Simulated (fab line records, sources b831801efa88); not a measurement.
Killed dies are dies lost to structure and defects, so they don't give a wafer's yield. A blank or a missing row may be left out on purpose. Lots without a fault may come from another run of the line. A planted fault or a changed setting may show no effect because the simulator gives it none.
A struck lot beside a sound one | flow sky130 | 32 steps out of a route of 708
Sound: wafers L255.3, L255.4, L255.6. Struck: wafer L263.4. (L263.1 of the same lot was not struck and is left out.) The cause comes at the end.
At each step with rows: each side's tool, then ch and its chambers, then its first start. Under that, the readings that differ: sound wafers | struck wafers | difference of the means | sigmas: that difference in standard deviations of wafers without a fault.
alike: readings whose means differ by less than 2 such deviations, and words and numbers that are the same on both sides. not compared: withheld readings, readings that some wafer has no value for, bounds like >300 that may hide the same value, and numbers for which the record gives no deviation and whose values overlap.
The two part at a step that has a row with sigmas, a row that says differs or no value, or rows on one side only. Numbers that don't overlap but have no deviation are shown without sigmas and don't part them. A reading that every wafer of one side lacks parts them only if that side has two wafers or more.

SKY_PWDE_OVL_MEAS_07:
  sound on overlay-01, day 4 13:06; struck on overlay-02, day 6 10:19
  alike: PWDE_OVL
then, 1 step without rows for these wafers: SKY_PWDE_IMPLANT_08.
SKY_PWDE_STRIP_09: strips in O2/N2.
  sound on plasma_asher-02 ch 0,1, day 4 13:18; struck on plasma_asher-04 ch 0, day 6 10:29
  alike: drypump_motor_current_A, o2_flow_sccm, oes_product_au, strip_time_to_endpoint_s
  not compared: rf_hours_counter_h
SKY_PWDE_TW_MEAS_10:
  sound on film_metro-01, day 4 13:23; struck on film_metro-01, day 6 10:35
  alike: PWDE_TW
then, 7 steps without rows for these wafers: SKY_NWELL_DEHYDRATE_03 (time 60 s); SKY_NWELL_HMDS_04 (prime time 60 s); SKY_NWELL_COAT_05 (resist thk 3000 nm); SKY_NWELL_SOFTBAKE_06; SKY_NWELL_EXPOSE_07 (exposes mask NWM, target cd 840 nm); SKY_NWELL_PEB_08; SKY_NWELL_DEVELOP_09 (develop time 60 s).
SKY_NWELL_OVL_MEAS_10:
  sound on overlay-02, day 5 06:21; struck on overlay-02, day 7 05:03
  alike: NWELL_00_OVL
SKY_NWELL_IMPLANT_11:
  sound on implanter-01 ch 0, day 5 06:25; struck on implanter-01 ch 0, day 7 05:05
  reading            | sound             | struck | difference | sigmas
  beam_on_s (s)      | 10.06 9.87 9.95   | 7.51   | -2.45      | -12
  faraday_current_uA | 106.8 108.3 107.6 | 142.5  | +34.9      | +16
then, 2 steps without rows for these wafers: SKY_NWELL_IMPLANT_12; SKY_NWELL_IMPLANT_13.
SKY_NWELL_STRIP_14: strips in O2/N2.
  sound on plasma_asher-01 ch 0,1, day 5 06:51; struck on plasma_asher-02 ch 1, day 7 05:32
  alike: drypump_motor_current_A, o2_flow_sccm, oes_product_au, strip_time_to_endpoint_s
  not compared: rf_hours_counter_h
SKY_NWELL_TW_MEAS_15:
  sound on film_metro-02, day 5 06:56; struck on film_metro-02, day 7 05:38
  reading  | sound          | struck | difference | sigmas
  NWELL_TW | 1831 1843 1840 | 1661   | -177       | -13
then, 7 steps without rows for these wafers: SKY_NWELL_DEHYDRATE_16 (time 60 s); SKY_NWELL_HMDS_17 (prime time 60 s); SKY_NWELL_COAT_18 (resist thk 3000 nm); SKY_NWELL_SOFTBAKE_19; SKY_NWELL_EXPOSE_20 (exposes mask NWM COMPLEMENT, target cd 840 nm); SKY_NWELL_PEB_21; SKY_NWELL_DEVELOP_22 (develop time 60 s).
SKY_NWELL_OVL_MEAS_23:
  sound on overlay-02, day 6 00:48; struck on overlay-02, day 8 00:50
  alike: NWELL_01_OVL
then, 1 step without rows for these wafers: SKY_NWELL_IMPLANT_24.
SKY_NWELL_STRIP_25: strips in O2/N2.
  sound on plasma_asher-03 ch 0,1, day 6 01:00; struck on plasma_asher-02 ch 0, day 8 01:01
  alike: drypump_motor_current_A, o2_flow_sccm, oes_product_au, strip_time_to_endpoint_s
  not compared: rf_hours_counter_h
SKY_NWELL_TW_MEAS_26:
  sound on film_metro-01, day 6 01:05; struck on film_metro-02, day 8 01:07
  alike: NWELL_2_TW
then, 1 step without rows for these wafers: SKY_NWELL_CLEAN_27 (cleans in SC1/SC2, time 150 s).
SKY_NWELL_RTA_28: time 30 s.
  sound on rtp_anneal-02 ch 0, day 6 01:13; struck on rtp_anneal-02 ch 0, day 8 01:14
  alike: anneal_temp_c_max, lamp_power_pct, wafer_temp_C_max
SKY_NWELL_RS_MEAS_29: measures by four-point-probe.
  sound on film_metro-02, day 6 01:19; struck on film_metro-04, day 8 01:20
  reading           | sound             | struck | difference | sigmas
  NWELL_RS (ohm/sq) | 625.6 624.7 625.9 | 722.1  | +96.7      | +64
-- the record jumps here: 40 days lie between the struck wafers' starts before and after (it left off in module NWELL and takes up again in module PAD_OPEN, whose first step shown is number 708 of the route) --
SKY_PAD_OPEN_PROBE_99:
  sound on prober-01, day 46 10:59; struck on prober-01, day 48 12:41
  reading                                 | sound                         | struck    | difference | sigmas
  killed_open                             | 44 45 46                      | 30        | -15        | -2
  killed_short                            | 37 30 36                      | 53        | +19        | +3
  model.etest.nfet_16v.r_on_ohm_um        | 1.395e+04 1.393e+04 1.393e+04 | 1.501e+04 | +1.073e+03 |
  model.etest.res_nwell.line_ohm_um       | 1102 1183 1166                | 1427      | +277       |
  model.etest.res_nwell.rs_ohm_sq         | 900.5 974.3 967.1             | 1162      | +215       |
  model.etest.tip_p_5v.rs_ohm_sq          | 2867 2869 2860                | 2840      | -25        |
  model.etest.res_iso_pwell.width_nm (nm) | 2650 2653 2651                | 2672      | +21        |
  model.etest.res_nwell.width_nm (nm)     | 831.2 831.6 833               | 810.7     | -21.2      |
  model.etest.pfet_16v.drive_ua_um        | 247.7 246.2 244.9             | 259       | +13        |
  model.etest.field_p.vt_v (V)            | -38.87 -42.95 -42.31          | -37.52    | +3.86      |
  alike: killed_at_M0_to_M3, killed_at_M4_up, killed_at_contacts, killed_at_front_end, killed_at_other, killed_dies

WHERE THEY PART
First at SKY_NWELL_IMPLANT_11; last, within this record, at SKY_PAD_OPEN_PROBE_99.

WHY: what the simulator had put in
Process parameter drift: implanter-01, from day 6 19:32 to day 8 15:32, at SKY_NWELL_IMPLANT_11. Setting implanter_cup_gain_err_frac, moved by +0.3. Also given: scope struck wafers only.
